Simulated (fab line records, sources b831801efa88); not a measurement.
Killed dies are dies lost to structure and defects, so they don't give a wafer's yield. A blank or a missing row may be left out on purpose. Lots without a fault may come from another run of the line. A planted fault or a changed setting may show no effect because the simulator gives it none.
A struck lot beside a sound one | flow sfq_line | 19 steps out of a route of 325
Sound: wafers L877.2, L877.4, L877.6. Struck: wafers L863.4, L863.6. The cause comes at the end.
At each step with rows: each side's tool, then ch and its chambers, then its first start. Under that, the readings that differ: sound wafers | struck wafers | difference of the means | sigmas: that difference in standard deviations of wafers without a fault.
alike: readings whose means differ by less than 2 such deviations, and words and numbers that are the same on both sides. not compared: withheld readings, readings that some wafer has no value for, bounds like >300 that may hide the same value, and numbers for which the record gives no deviation and whose values overlap.
The two part at a step that has a row with sigmas, a row that says differs or no value, or rows on one side only. Numbers that don't overlap but have no deviation are shown without sigmas and don't part them. A reading that every wafer of one side lacks parts them only if that side has two wafers or more.

SFQ_M3_OVL_MEAS_921:
  sound on overlay-02, day 44 20:16; struck on overlay-02, day 30 19:53
  alike: M3_OVL
SFQ_TRILAYER_M3_BARC_OPEN_METAL_ETCH_100: etches BARC in O2, target depth 125 nm, time 41.7 s.
  sound on rie_metal-02 ch 0,1, day 44 20:17; struck on rie_metal-01 ch 0, day 30 19:55
  alike: drypump_motor_current_A, oes_product_au
  not compared: rf_hours_counter_h
then, 1 step without rows for these wafers: SFQ_TRILAYER_M3_ETCH_METAL_ETCH_078 (etches Nb in Cl2/Ar, stops on SiO2, target depth 240 nm, time 120 s).
SFQ_TRILAYER_M3_STRIP_STRIP_079: strips in O2.
  sound on rie_metal-02 ch 0,1, day 44 20:28; struck on rie_metal-01 ch 0, day 30 20:17
  alike: drypump_motor_current_A, oes_product_au
  not compared: rf_hours_counter_h
then, 1 step without rows for these wafers: SFQ_TRILAYER_M3_STRIP_SOLV_CLEAN_080 (cleans in NMP, time 600 s).
SFQ_TRILAYER_I3_DEP_PECVD_081: deposits SiO2 from SiH4/N2O, time 111.11 s, target thk 500 nm.
  sound on pecvd-01 ch 0,2, day 44 21:15; struck on pecvd-04 ch 0,1, day 30 20:54
  alike: heater_power_w, susceptor_temp_C, throttle_valve_pct
then, 1 step without rows for these wafers: SFQ_TRILAYER_I3_CMP_CMP_082 (polishes SiO2).
SFQ_I3_BOW_MEAS_922:
  sound on film_metro-04, day 45 03:54; struck on film_metro-01, day 31 00:09
  alike: I3_BOW
SFQ_TRILAYER_I3_METRO_MEASURE_083:
  sound on film_metro-04, day 45 04:12; struck on film_metro-01, day 31 00:49
  alike: thk_nm
then, 3 steps without rows for these wafers: SFQ_TRILAYER_I3_VIA_LITHO_COAT_090 (resist thk 62 nm); SFQ_TRILAYER_I3_VIA_LITHO_COAT_085 (resist thk 650 nm); SFQ_TRILAYER_I3_VIA_LITHO_SOFTBAKE_089.
-- the record jumps here: 6 days lie between the struck wafers' starts before and after --
SFQ_TRILAYER_I3_VIA_LITHO_EXPOSE_086: exposes mask I3, target cd 500 nm.
  sound on krf_scanner-01 ch 0, day 45 06:45; struck on krf_scanner-02 ch 0, day 37 11:45
  alike: mask
then, 2 steps without rows for these wafers: SFQ_TRILAYER_I3_VIA_LITHO_PEB_088 (peb time 60 s); SFQ_TRILAYER_I3_VIA_LITHO_DEVELOP_087 (time 60 s).
SFQ_I3_OVL_MEAS_923:
  sound on overlay-02, day 45 08:04; struck on overlay-01, day 37 12:40
  alike: I3_OVL
SFQ_TRILAYER_I3_VIA_BARC_OPEN_VIA_ETCH_121: etches BARC in O2, target depth 125 nm, time 41.7 s.
  sound on rie_diel-02 ch 2,3, day 45 08:05; struck on rie_diel-04 ch 2,3, day 37 12:41
  reading             | sound             | struck      | difference | sigmas
  model.I3.cd_nm (nm) | 502.8 500.8 503.1 | 509.8 510.9 | +8.1       |
  alike: drypump_motor_current_A, oes_product_au
  not compared: rf_hours_counter_h
SFQ_TRILAYER_I3_VIA_ETCH_VIA_ETCH_088: etches SiO2 in CHF3, stops on Nb, target depth 260 nm.
  sound on rie_diel-02 ch 2,3, day 45 08:08; struck on rie_diel-04 ch 2,3, day 37 12:43
  reading             | sound             | struck      | difference | sigmas
  model.I3.cd_nm (nm) | 505.1 503.8 505.3 | 508.9 510.5 | +5.0       |
  alike: drypump_motor_current_A, oes_product_au
SFQ_TRILAYER_I3_VIA_STRIP_STRIP_089: strips in O2.
  sound on rie_metal-04 ch 0,1, day 45 08:14; struck on rie_metal-04 ch 0,1, day 37 13:02
  alike: drypump_motor_current_A, oes_product_au
  not compared: rf_hours_counter_h

WHERE THEY PART
Nowhere in this record.

WHY: what the simulator had put in
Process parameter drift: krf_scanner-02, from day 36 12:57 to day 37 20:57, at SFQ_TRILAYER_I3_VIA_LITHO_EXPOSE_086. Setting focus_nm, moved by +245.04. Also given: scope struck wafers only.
